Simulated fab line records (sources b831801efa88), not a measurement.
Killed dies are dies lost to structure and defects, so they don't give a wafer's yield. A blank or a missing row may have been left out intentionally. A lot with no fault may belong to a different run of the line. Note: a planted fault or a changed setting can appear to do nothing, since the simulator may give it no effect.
fab line records + flow sky130
record:
- lots: 6
- wafers: 18
- last_day: 50
route steps=708 shown METAL4@602 CAP2M@603
lots that met no fault: from a run of the same line without faults
start_h: hours from the record's opening day to when the first of the lot's shown wafers began + wait_h: hours elapsed since this lot's preceding step + " same as the row above + L1.1+2: several wafers, shown together as one row + - value missing, or start not given + * or withheld: withheld + < > ~ a bound
route shown NAME@n: NAME is a module with steps in the file, n the number in the route of the first one + usual: mean and standard deviation over wafers with no fault + same: alike in all rows + chamber/n: place in a boat + sites: the reading at each site + _std_site: the standard deviation of these + _edge_site: mean of outer sites minus mean of inner sites + radius_mm: how far each site lies from the wafer's centre + mask NAME#n: copy n + behind: the last tool/chamber to shape the wafer + hold: what put the lot on hold/how long, in hours/how the hold closed + device: whichever transistor did not switch (one of n, p or np) + end of line: tests of these same wafers at the route's end + step lacking rows: just its recipe + killed: dies lost to structure and defects at the first sort, not the wafer's yield + map: a wafer's dies, marking killed ones x, the rest . and places with no die _
set.NAME: setting as actually run; set.NAME@STEP: the setting as run at that earlier step + model.NAME: the simulator's own value behind a step, which no gauge read
certain route steps with their lots: each step a table, each wafer a row
services: the hour from which a tool's chamber was out of use, counted from the record's first day as start_h (under 0 if before that day), plus the number of hours and why
== steps ==
step: SKY_METAL4_SPUTTER_04
recipe:
- material: TiN
- target_thk_nm: 70
- power_w: 6500
- time_s: 56.14
- chamber_pressure_pa: 0.4
usual:
- throttle_valve_pct: 29.7/1
| lot.wafer | tool           | chamber | start_h | wait_h | throttle_valve_pct |
|-----------|----------------|---------|---------|--------|--------------------|
| L556.1    | pvd_sputter-01 | -       | 973.05  | 0.0    | 28.6               |
| L556.4    | "              | -       | "       | "      | 29.9               |
| L556.6    | "              | -       | "       | "      | 29.4               |
| L554.1    | pvd_sputter-04 | -       | 973.22  | 0.0    | 28.5               |
| L554.3    | "              | -       | "       | "      | 28.9               |
| L554.5    | "              | -       | "       | "      | 32.1               |
| L559.2    | pvd_sputter-04 | -       | 994.79  | 0.0    | 32.0               |
| L559.3    | "              | -       | "       | "      | 30.2               |
| L559.5    | "              | -       | "       | "      | 28.5               |
| L562.2    | pvd_sputter-04 | -       | 1019.84 | 0.0    | 31.9               |
| L562.3    | "              | -       | "       | "      | 28.8               |
| L562.4    | "              | -       | "       | "      | 29.1               |
| L570.2    | pvd_sputter-01 | -       | 1064.18 | 0.0    | 28.5               |
| L570.4    | "              | -       | "       | "      | 29.1               |
| L570.5    | "              | -       | "       | "      | 29.2               |
| L571.1    | pvd_sputter-04 | -       | 1074.72 | 0.0    | 28.8               |
| L571.3    | "              | -       | "       | "      | 30.4               |
| L571.6    | "              | -       | "       | "      | 30.3               |
step: SKY_CAP2M_CVD_00
recipe:
- material: SiO2
- target_thk_nm: 15.5
- temp_c: 400
- time_s: withheld
- rf_w: 450
usual:
- heater_power_w: 733/62
- susceptor_temp_C: 399.98/0.25
| lot.wafer | tool     | chamber | start_h | wait_h | heater_power_w | susceptor_temp_C |
|-----------|----------|---------|---------|--------|----------------|------------------|
| L556.1    | pecvd-04 | 1       | 973.10  | 0.0    | 757            | 400.38           |
| L556.4    | "        | 0       | "       | "      | 806            | 400.04           |
| L556.6    | "        | 1       | "       | "      | 750            | 399.77           |
| L554.1    | pecvd-01 | 2       | 973.26  | 0.0    | 709            | 399.76           |
| L554.3    | "        | 0       | "       | "      | 838            | 400.12           |
| L554.5    | "        | 0       | "       | "      | 834            | 400.07           |
| L559.2    | pecvd-04 | 0       | 994.84  | 0.0    | 802            | 400.16           |
| L559.3    | "        | 1       | "       | "      | 743            | 399.68           |
| L559.5    | "        | 1       | "       | "      | 724            | 400.06           |
| L562.2    | pecvd-04 | 1       | 1019.89 | 0.0    | 731            | 399.57           |
| L562.3    | "        | 2       | "       | "      | 799            | 400.18           |
| L562.4    | "        | 1       | "       | "      | 726            | 399.73           |
| L570.2    | pecvd-01 | 2       | 1064.28 | 0.0    | 669            | 399.71           |
| L570.4    | "        | 1       | "       | "      | 663            | 400.25           |
| L570.5    | "        | 2       | "       | "      | 680            | 399.64           |
| L571.1    | pecvd-02 | 0       | 1074.77 | 0.0    | 778            | 400.10           |
| L571.3    | "        | 1       | "       | "      | 765            | 400.00           |
| L571.6    | "        | 1       | "       | "      | 752            | 400.23           |
step: SKY_CAP2M_THK_MEAS_01
recipe:
- reads: SiO2_of_CAP2M_CVD_00
usual:
- CAP2M_CVD_00_THK: 15.50/0.27
| lot.wafer | tool          | chamber | start_h | wait_h | CAP2M_CVD_00_THK[nm] |
|-----------|---------------|---------|---------|--------|----------------------|
| L556.1    | film_metro-02 | -       | 973.12  | -      | 15.22                |
| L556.4    | "             | -       | "       | "      | 15.27                |
| L556.6    | "             | -       | "       | "      | 15.16                |
| L554.1    | film_metro-04 | -       | 973.29  | -      | 15.61                |
| L554.3    | "             | -       | "       | "      | 15.71                |
| L554.5    | "             | -       | "       | "      | 15.92                |
| L559.2    | film_metro-02 | -       | 994.88  | -      | 15.10                |
| L559.3    | "             | -       | "       | "      | 15.15                |
| L559.5    | "             | -       | "       | "      | 15.23                |
| L562.2    | film_metro-02 | -       | 1019.93 | -      | 15.50                |
| L562.3    | "             | -       | "       | "      | 15.48                |
| L562.4    | "             | -       | "       | "      | 15.74                |
| L570.2    | film_metro-04 | -       | 1064.31 | -      | 15.43                |
| L570.4    | "             | -       | "       | "      | 15.79                |
| L570.5    | "             | -       | "       | "      | 15.56                |
| L571.1    | film_metro-04 | -       | 1074.79 | -      | 15.61                |
| L571.3    | "             | -       | "       | "      | 15.39                |
| L571.6    | "             | -       | "       | "      | 15.83                |
step: SKY_CAP2M_SPUTTER_02
recipe:
- material: TiN
- target_thk_nm: 200
- temp_c: 300
- power_w: 6500
- time_s: 166.7
- chamber_pressure_pa: 0.4
usual:
- susceptor_temp_C: 299.98/0.2
- throttle_valve_pct: 30.1/1.1
| lot.wafer | tool           | chamber | start_h | wait_h | susceptor_temp_C | throttle_valve_pct |
|-----------|----------------|---------|---------|--------|------------------|--------------------|
| L556.1    | pvd_sputter-02 | -       | 973.18  | 0.1    | 299.82           | 29.8               |
| L556.4    | "              | -       | "       | "      | 300.11           | 31.6               |
| L556.6    | "              | -       | "       | "      | 300.03           | 31.2               |
| L554.1    | pvd_sputter-04 | -       | 973.35  | 0.1    | 300.30           | 29.0               |
| L554.3    | "              | -       | "       | "      | 299.92           | 28.9               |
| L554.5    | "              | -       | "       | "      | 300.13           | 28.7               |
| L559.2    | pvd_sputter-03 | -       | 994.93  | 0.0    | 300.36           | 28.4               |
| L559.3    | "              | -       | "       | "      | 299.71           | 30.5               |
| L559.5    | "              | -       | "       | "      | 299.90           | 29.5               |
| L562.2    | pvd_sputter-02 | -       | 1019.98 | 0.0    | 300.26           | 29.3               |
| L562.3    | "              | -       | "       | "      | 300.28           | 31.4               |
| L562.4    | "              | -       | "       | "      | 299.93           | 31.4               |
| L570.2    | pvd_sputter-04 | -       | 1064.36 | 0.0    | 299.45           | 32.1               |
| L570.4    | "              | -       | "       | "      | 300.14           | 28.9               |
| L570.5    | "              | -       | "       | "      | 300.32           | 29.0               |
| L571.1    | pvd_sputter-03 | -       | 1074.85 | 0.1    | 300.07           | 29.5               |
| L571.3    | "              | -       | "       | "      | 300.13           | 28.6               |
| L571.6    | "              | -       | "       | "      | 300.01           | 31.2               |
step: SKY_CAP2M_RS_MEAS_03
recipe:
- thk_meas_gauge: four-point-probe
- reads: TiN_of_CAP2M_SPUTTER_02
usual:
- CAP2M_TIN_RS: 6.92/0.064
| lot.wafer | tool          | chamber | start_h | wait_h | CAP2M_TIN_RS[ohm/sq] |
|-----------|---------------|---------|---------|--------|----------------------|
| L556.1    | film_metro-02 | -       | 973.29  | 0.1    | 6.87                 |
| L556.4    | "             | -       | "       | "      | 6.83                 |
| L556.6    | "             | -       | "       | "      | 6.84                 |
| L554.1    | film_metro-04 | -       | 973.46  | 0.1    | 6.94                 |
| L554.3    | "             | -       | "       | "      | 6.97                 |
| L554.5    | "             | -       | "       | "      | 6.89                 |
| L559.2    | film_metro-03 | -       | 995.05  | 0.1    | 6.95                 |
| L559.3    | "             | -       | "       | "      | 6.85                 |
| L559.5    | "             | -       | "       | "      | 6.97                 |
| L562.2    | film_metro-04 | -       | 1020.11 | 0.1    | 7.01                 |
| L562.3    | "             | -       | "       | "      | 6.94                 |
| L562.4    | "             | -       | "       | "      | 6.90                 |
| L570.2    | film_metro-03 | -       | 1064.49 | 0.1    | 6.82                 |
| L570.4    | "             | -       | "       | "      | 6.95                 |
| L570.5    | "             | -       | "       | "      | 6.79                 |
| L571.1    | film_metro-04 | -       | 1074.96 | 0.1    | 7.01                 |
| L571.3    | "             | -       | "       | "      | 6.91                 |
| L571.6    | "             | -       | "       | "      | 7.04                 |
step: SKY_CAP2M_THK_MEAS_04
recipe:
- thk_meas_gauge: xrf
- reads: TiN_of_CAP2M_SPUTTER_02
usual:
- CAP2M_TIN_THK: 201.6/2
| lot.wafer | tool          | chamber | start_h | wait_h | CAP2M_TIN_THK[nm] |
|-----------|---------------|---------|---------|--------|-------------------|
| L556.1    | film_metro-02 | -       | 973.41  | 0.1    | 202.9             |
| L556.4    | "             | -       | "       | "      | 204.2             |
| L556.6    | "             | -       | "       | "      | 204.1             |
| L554.1    | film_metro-04 | -       | 973.58  | 0.1    | 199.8             |
| L554.3    | "             | -       | "       | "      | 198.5             |
| L554.5    | "             | -       | "       | "      | 201.5             |
| L559.2    | film_metro-03 | -       | 995.16  | 0.1    | 201.5             |
| L559.3    | "             | -       | "       | "      | 205.3             |
| L559.5    | "             | -       | "       | "      | 202.5             |
| L562.2    | film_metro-04 | -       | 1020.22 | 0.1    | 197.1             |
| L562.3    | "             | -       | "       | "      | 200.4             |
| L562.4    | "             | -       | "       | "      | 200.1             |
| L570.2    | film_metro-03 | -       | 1064.60 | 0.1    | 203.9             |
| L570.4    | "             | -       | "       | "      | 201.5             |
| L570.5    | "             | -       | "       | "      | 205.2             |
| L571.1    | film_metro-04 | -       | 1075.08 | 0.1    | 197.9             |
| L571.3    | "             | -       | "       | "      | 200.8             |
| L571.6    | "             | -       | "       | "      | 197.1             |
step: SKY_CAP2M_DEHYDRATE_05
recipe:
- temp_c: 200
- time_s: 60
step: SKY_CAP2M_HMDS_06
recipe:
- prime_time_s: 60
- prime_temp_c: 120
step: SKY_CAP2M_COAT_07
recipe:
- resist: NOVOLAK
- spin_rpm: 3000
- resist_thk_nm: 1140
step: SKY_CAP2M_SOFTBAKE_08
recipe:
- temp_c: 90
- time_s: 60
- resist: NOVOLAK
step: SKY_CAP2M_EXPOSE_09
recipe:
- mask_id: CAP2M
- na: 0.6
- source_shape: conventional
- sigma_outer: 0.6
- polarization: unpolarized
- target_cd_nm: 1000
- dose_mj: 159
step: SKY_CAP2M_PEB_10
recipe:
- temp_c: withheld
- time_s: *
- resist: NOVOLAK
step: SKY_CAP2M_DEVELOP_11
recipe:
- resist: NOVOLAK
- developer: TMAH
- develop_time_s: 60
- dev_temp_c: 23
usual:
- chill_plate_temp_C: 23.00/0.11
- develop_time_s: 60/0
| lot.wafer | tool           | chamber | start_h | wait_h | chill_plate_temp_C | develop_time_s |
|-----------|----------------|---------|---------|--------|--------------------|----------------|
| L556.1    | litho_track-04 | 0       | 996.46  | 0.1    | 23.03              | 60             |
| L556.4    | "              | 0       | "       | "      | 23.06              | 60             |
| L556.6    | "              | 0       | "       | "      | 23.16              | 60             |
| L554.1    | litho_track-04 | 0       | 996.76  | 0.1    | 22.95              | 60             |
| L554.3    | "              | 0       | "       | "      | 22.90              | 60             |
| L554.5    | "              | 0       | "       | "      | 23.04              | 60             |
| L559.2    | litho_track-04 | -       | 1018.24 | 0.1    | -                  | -              |
| L559.3    | "              | -       | "       | "      | -                  | -              |
| L559.5    | "              | -       | "       | "      | -                  | -              |
| L562.2    | litho_track-02 | -       | 1041.96 | 0.1    | -                  | -              |
| L562.3    | "              | -       | "       | "      | -                  | -              |
| L562.4    | "              | -       | "       | "      | -                  | -              |
| L570.2    | litho_track-02 | 0       | 1085.41 | 0.1    | 22.91              | 60             |
| L570.4    | "              | 0       | "       | "      | 22.73              | 60             |
| L570.5    | "              | 0       | "       | "      | 22.78              | 60             |
| L571.1    | litho_track-03 | 0       | 1095.92 | 0.1    | 22.95              | 60             |
| L571.3    | "              | 0       | "       | "      | 22.87              | 60             |
| L571.6    | "              | 0       | "       | "      | 22.81              | 60             |
step: SKY_CAP2M_OVL_MEAS_12
usual:
- CAP2M_OVL: -0.1/1.3
| lot.wafer | tool       | chamber | start_h | wait_h | CAP2M_OVL[nm] |
|-----------|------------|---------|---------|--------|---------------|
| L556.1    | overlay-02 | -       | 996.61  | 0.1    | -1.1          |
| L556.4    | "          | -       | "       | "      | -0.1          |
| L556.6    | "          | -       | "       | "      | 0.1           |
| L554.1    | overlay-02 | -       | 996.91  | 0.1    | 0.4           |
| L554.3    | "          | -       | "       | "      | 1.2           |
| L554.5    | "          | -       | "       | "      | -0.5          |
| L559.2    | overlay-02 | -       | 1018.37 | 0.1    | -             |
| L559.3    | "          | -       | "       | "      | -             |
| L559.5    | "          | -       | "       | "      | -             |
| L562.2    | overlay-02 | -       | 1042.09 | 0.1    | -             |
| L562.3    | "          | -       | "       | "      | -             |
| L562.4    | "          | -       | "       | "      | -             |
| L570.2    | overlay-01 | -       | 1085.54 | 0.1    | -0.4          |
| L570.4    | "          | -       | "       | "      | -0.3          |
| L570.5    | "          | -       | "       | "      | -0.5          |
| L571.1    | overlay-01 | -       | 1096.07 | 0.1    | 2.5           |
| L571.3    | "          | -       | "       | "      | 2.0           |
| L571.6    | "          | -       | "       | "      | -0.2          |
== services ==
| tool           | chamber | start_h | hours | kind           |
|----------------|---------|---------|-------|----------------|
| pecvd-04       | 1       | 950.49  | 5.6   | repair         |
| pecvd-02       | 1       | 951.73  | 5.1   | repair         |
| pecvd-04       | -       | 955.74  | 5.5   | pm             |
| pecvd-01       | 2       | 958.48  | 5.0   | scheduled_down |
| pvd_sputter-03 | -       | 962.79  | 1.5   | repair         |
| pvd_sputter-03 | -       | 968.51  | 6.8   | repair         |
| pecvd-02       | 0       | 969.48  | 2.1   | scheduled_down |
| pecvd-04       | 2       | 998.17  | 5.5   | scheduled_down |
| pecvd-02       | -       | 1000.55 | 2.8   | pm             |
| pecvd-04       | 0       | 1004.22 | 19.0  | repair         |
| pvd_sputter-04 | -       | 1004.57 | 4.8   | repair         |
| pecvd-01       | 2       | 1013.39 | 4.8   | repair         |
| pecvd-01       | 2       | 1023.68 | 2.1   | scheduled_down |
| pecvd-01       | -       | 1037.33 | 0.9   | repair         |
| pecvd-01       | 0       | 1039.82 | 5.5   | scheduled_down |
| pecvd-04       | 0       | 1057.48 | 2.1   | scheduled_down |
| pecvd-01       | -       | 1062.72 | 1.1   | repair         |
| pecvd-01       | 2       | 1066.84 | 5.5   | scheduled_down |
| pecvd-04       | -       | 1092.02 | 2.8   | pm             |
== key ==
first_sign:
- step: SKY_CAP2M_DEVELOP_11
- reading: tool_record
- direction: missing
effect none on later readings
met_at SKY_CAP2M_DEVELOP_11
struck_wafers L559.2,L559.3,L559.5,L562.2,L562.3,L562.4
later_rows_left_out L559.2,L559.3,L559.5,L562.2,L562.3,L562.4
sort_left_out L559.2,L559.3,L559.5,L562.2,L562.3,L562.4
onset_between 996.76 1018.24
fault:
- kind: skipped_step_whole
- tool: litho_track-02,litho_track-04
- chamber: -
- onset_h: 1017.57
- steps: SKY_CAP2M_DEVELOP_11
- scope: struck_lots_only
sort_left_out: the simulated sort isn't trusted on such a fault, so these wafers' sort isn't shown, and their yield isn't known
later_rows_left_out: the simulator's readings of these wafers behind a module that went badly wrong aren't trusted and aren't shown, but for the sort
